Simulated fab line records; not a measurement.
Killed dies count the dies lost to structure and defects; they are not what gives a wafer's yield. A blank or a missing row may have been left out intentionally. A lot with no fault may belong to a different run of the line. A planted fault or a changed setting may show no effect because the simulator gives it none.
Which tool was responsible? | flow gf180mcu | at 1 step of a route of 602, 13 lots with 39 wafers sampled

WHAT EACH GAUGE READ, for each wafer
GF_V4_CD_MEAS_14: target cd 260 nm.
lot  | measured     | on       | cdNm (nm)
L345 | day 24 10:26 | cdSem-02 | 259.5 259.1 258.6
L346 | day 24 19:58 | cdSem-01 | 259.7 258.9 258.8
L347 | day 24 21:37 | cdSem-02 | 260.7 259.5 261.3
L350 | day 26 04:58 | cdSem-01 | 260.7 262.2 261.2
L351 | day 26 13:18 | cdSem-02 | 263.4 262.4 262.9
L352 | day 26 17:30 | cdSem-01 | 259.4 260.9 260.1
L353 | day 27 04:47 | cdSem-01 | 262.0 261.9 261.2
L358 | day 28 13:11 | cdSem-01 | 260.6 259.1 260.0
L360 | day 29 10:21 | cdSem-01 | 258.5 259.7 261.9
L361 | day 29 15:24 | cdSem-01 | 260.3 259.4 260.9
L362 | day 29 17:13 | cdSem-01 | 261.0 259.8 260.0
L364 | day 30 06:29 | cdSem-01 | 257.7 257.7 256.8
L366 | day 30 19:26 | cdSem-01 | 259.6 258.7 259.8

WHICH TOOL RAN EACH LOT (tool, then ch and the chambers of the sampled wafers, then the start)
The record shows no process step preceding these readings.

WHAT THE TOOLS THEMSELVES READ (means of the sampled wafers that have a number; where no wafer has one, the mark that the record gives instead)
The record holds no such reading with a usual standard deviation.

THE ANSWER, worked out from the rows above alone
Rule: the lots themselves supply what counts as usual. The widest of any qualifying gaps counts: lots, ordered by their means at a reading, are off when they make up no more than a third of the lots, leave a main group of 4 or more, and stand apart from it by 3 or more times the standard deviation of that group's means. The tables above print the reading to a certain number of digits; a main group whose means all agree to those digits is not used. A lot without any number at a reading at which 4 lots or more have one is off too. The other lots that the step has rows for count as sound. The gauges are gone through in route order, then the tools' own readings, and for those a lot's mean is taken as printed above. At the first step where some lot is off, the reading lying furthest off is the one used; lots without a number count as furthest.
No lot is off on any of the readings shown, so nothing can be concluded from this.

WHAT THE SIMULATOR HAD PUT IN
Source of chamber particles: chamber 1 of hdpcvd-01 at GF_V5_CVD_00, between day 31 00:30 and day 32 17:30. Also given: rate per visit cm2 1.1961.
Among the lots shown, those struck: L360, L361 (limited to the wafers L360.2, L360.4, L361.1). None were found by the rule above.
